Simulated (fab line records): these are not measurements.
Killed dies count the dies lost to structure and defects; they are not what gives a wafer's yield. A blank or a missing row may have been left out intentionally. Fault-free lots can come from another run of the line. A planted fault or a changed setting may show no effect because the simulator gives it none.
What tool caused it? :: flow sky130 :: 11 lots, 33 wafers sampled, at 3 steps of a route of 708

== WHAT THE GAUGES READ, wafer by wafer ==
SKY_METAL5_THK_MEAS_06: measures by xrf. Usual: METAL5_ALCU_THK 1151 nm, standard deviation 17.
lot: L675
measured: day 42 14:52
on: film_metro-04
METAL5_ALCU_THK (nm): 1135 1152 1144
flag: 

lot: L677
measured: day 43 12:44
on: film_metro-03
METAL5_ALCU_THK (nm): 1141 1130 1114
flag: 

lot: L678
measured: day 43 14:32
on: film_metro-03
METAL5_ALCU_THK (nm): 1153 1142 1147
flag: 

lot: L683
measured: day 45 13:05
on: film_metro-03
METAL5_ALCU_THK (nm): 1158 1146 1142
flag: 

lot: L684
measured: day 45 19:09
on: film_metro-01
METAL5_ALCU_THK (nm): 1165 1143 1164
flag: 

lot: L685
measured: day 46 03:50
on: film_metro-03
METAL5_ALCU_THK (nm): 1156 1129 1125
flag: 

lot: L686
measured: day 46 06:50
on: film_metro-03
METAL5_ALCU_THK (nm): 1156 1153 1140
flag: 

lot: L687
measured: day 46 10:34
on: film_metro-04
METAL5_ALCU_THK (nm): 1138 1172 1150
flag: 

lot: L688
measured: day 46 15:38
on: film_metro-01
METAL5_ALCU_THK (nm): 1176 1138 1144
flag: 

lot: L690
measured: day 46 15:49
on: film_metro-01
METAL5_ALCU_THK (nm): 1154 1160 1158
flag: 

lot: L691
measured: day 47 06:35
on: film_metro-01
METAL5_ALCU_THK (nm): 1150 1141 1132
flag: 

== EACH LOT AND THE TOOL THAT RAN IT (in order: tool; ch and the chambers of the sampled wafers; start) ==
lot: L675
SKY_VIA3_ETCH_14: rie_diel-03 ch 0,3, day 39 09:22
SKY_METAL5_SPUTTER_03: pvd_sputter-03, day 42 14:41

lot: L677
SKY_VIA3_ETCH_14: rie_diel-03 ch 0,1,2, day 40 08:56
SKY_METAL5_SPUTTER_03: pvd_sputter-04, day 43 12:23

lot: L678
SKY_VIA3_ETCH_14: rie_diel-03 ch 1,2,3, day 40 11:34
SKY_METAL5_SPUTTER_03: pvd_sputter-04, day 43 14:20

lot: L683
SKY_VIA3_ETCH_14: rie_diel-04 ch 0,1,3, day 42 12:46
SKY_METAL5_SPUTTER_03: pvd_sputter-02, day 45 12:54

lot: L684
SKY_VIA3_ETCH_14: rie_diel-04 ch 0,2,3, day 42 18:19
SKY_METAL5_SPUTTER_03: pvd_sputter-04, day 45 18:56

lot: L685
SKY_VIA3_ETCH_14: rie_diel-03 ch 2,3, day 43 06:08
SKY_METAL5_SPUTTER_03: pvd_sputter-03, day 46 03:37

lot: L686
SKY_VIA3_ETCH_14: rie_diel-04 ch 0,2,3, day 43 08:13
SKY_METAL5_SPUTTER_03: pvd_sputter-02, day 46 06:39

lot: L687
SKY_VIA3_ETCH_14: rie_diel-03 ch 1,2,3, day 43 10:43
SKY_METAL5_SPUTTER_03: pvd_sputter-03, day 46 10:22

lot: L688
SKY_VIA3_ETCH_14: rie_diel-03 ch 0,3, day 43 15:59
SKY_METAL5_SPUTTER_03: pvd_sputter-03, day 46 15:26

lot: L690
SKY_VIA3_ETCH_14: rie_diel-03 ch 0,2,3, day 43 18:13
SKY_METAL5_SPUTTER_03: pvd_sputter-02, day 46 15:37

lot: L691
SKY_VIA3_ETCH_14: rie_diel-03 ch 1,2,3, day 44 09:38
SKY_METAL5_SPUTTER_03: pvd_sputter-04, day 47 06:23
- SKY_VIA3_ETCH_14: etches BARC in N2/H2, stops on SiO2, time 45.9 s, target depth 60 nm.
- SKY_METAL5_SPUTTER_03: material Ti, target thk 5 nm, time 3.3 s.

== AS READ BY THE TOOLS THEMSELVES (means over the sampled wafers that have a number; for cases with no such wafer, the mark the record gives instead) ==
SKY_VIA3_ETCH_14. Usual: drypump_motor_current_A 6.0 A, standard deviation 0.46; oes_product_au 0.855 a.u., standard deviation 0.0052; rf_fwd_power_W 494.9 W, standard deviation 1.9; throttle_valve_pct 13.226 %, standard deviation 0.0088.
lot: L675
tool: rie_diel-03
drypump_motor_current_A (A): 6.2
oes_product_au (a.u.): 0.853
rf_fwd_power_W (W): 495.7
throttle_valve_pct (%): 13.219
flag: 

lot: L677
tool: rie_diel-03
drypump_motor_current_A (A): 6.2
oes_product_au (a.u.): 0.856
rf_fwd_power_W (W): 495.6
throttle_valve_pct (%): 13.227
flag: 

lot: L678
tool: rie_diel-03
drypump_motor_current_A (A): 6.3
oes_product_au (a.u.): 0.852
rf_fwd_power_W (W): 495.9
throttle_valve_pct (%): 13.228
flag: 

lot: L683
tool: rie_diel-04
drypump_motor_current_A (A): 5.9
oes_product_au (a.u.): 0.854
rf_fwd_power_W (W): 495.1
throttle_valve_pct (%): 13.226
flag: 

lot: L684
tool: rie_diel-04
drypump_motor_current_A (A): 6.2
oes_product_au (a.u.): 0.858
rf_fwd_power_W (W): 494.2
throttle_valve_pct (%): 13.231
flag: 

lot: L685
tool: rie_diel-03
drypump_motor_current_A (A): 6.3
oes_product_au (a.u.): 0.859
rf_fwd_power_W (W): 495.1
throttle_valve_pct (%): 13.225
flag: 

lot: L686
tool: rie_diel-04
drypump_motor_current_A (A): 6.1
oes_product_au (a.u.): 0.855
rf_fwd_power_W (W): 493.3
throttle_valve_pct (%): 13.229
flag: 

lot: L687
tool: rie_diel-03
drypump_motor_current_A (A): 6.3
oes_product_au (a.u.): 0.855
rf_fwd_power_W (W): 493.9
throttle_valve_pct (%): 13.236
flag: 

lot: L688
tool: rie_diel-03
drypump_motor_current_A (A): 6.2
oes_product_au (a.u.): 0.858
rf_fwd_power_W (W): 493.5
throttle_valve_pct (%): 13.228
flag: 

lot: L690
tool: rie_diel-03
drypump_motor_current_A (A): 6.1
oes_product_au (a.u.): 0.858
rf_fwd_power_W (W): 495.4
throttle_valve_pct (%): 13.228
flag: 

lot: L691
tool: rie_diel-03
drypump_motor_current_A (A): 6.3
oes_product_au (a.u.): 0.860
rf_fwd_power_W (W): 495.1
throttle_valve_pct (%): 13.228
flag: 

SKY_METAL5_SPUTTER_03. Usual: throttle_valve_pct 29.8 %, standard deviation 1.1.
lot: L675
tool: pvd_sputter-03
throttle_valve_pct (%): 31.0
flag: 

lot: L677
tool: pvd_sputter-04
throttle_valve_pct (%): 29.7
flag: 

lot: L678
tool: pvd_sputter-04
throttle_valve_pct (%): 28.5
flag: 

lot: L683
tool: pvd_sputter-02
throttle_valve_pct (%): 30.1
flag: 

lot: L684
tool: pvd_sputter-04
throttle_valve_pct (%): 28.5
flag: 

lot: L685
tool: pvd_sputter-03
throttle_valve_pct (%): 30.0
flag: 

lot: L686
tool: pvd_sputter-02
throttle_valve_pct (%): 29.7
flag: 

lot: L687
tool: pvd_sputter-03
throttle_valve_pct (%): 30.1
flag: 

lot: L688
tool: pvd_sputter-03
throttle_valve_pct (%): 30.5
flag: 

lot: L690
tool: pvd_sputter-02
throttle_valve_pct (%): 30.0
flag: 

lot: L691
tool: pvd_sputter-04
throttle_valve_pct (%): 29.7
flag: 

== THE ANSWER, worked out from the rows above alone ==
Rule: lot off if the mean of its wafers having a number is beyond 3 standard deviations from the usual mean. Also off: a lot with no number at a reading for which 4 or more lots have one. All remaining lots with rows at the step are treated as sound. Order of review: gauges by route order, followed by the tools' own readings, for which a lot's mean as printed above is used. The first step at which some lot is off is used, and at that step the reading that is off furthest; a lot without a number counts as furthest.
Nothing can be told from this: no lot is off at any reading shown.

== WHAT WAS PUT IN BY THE SIMULATOR ==
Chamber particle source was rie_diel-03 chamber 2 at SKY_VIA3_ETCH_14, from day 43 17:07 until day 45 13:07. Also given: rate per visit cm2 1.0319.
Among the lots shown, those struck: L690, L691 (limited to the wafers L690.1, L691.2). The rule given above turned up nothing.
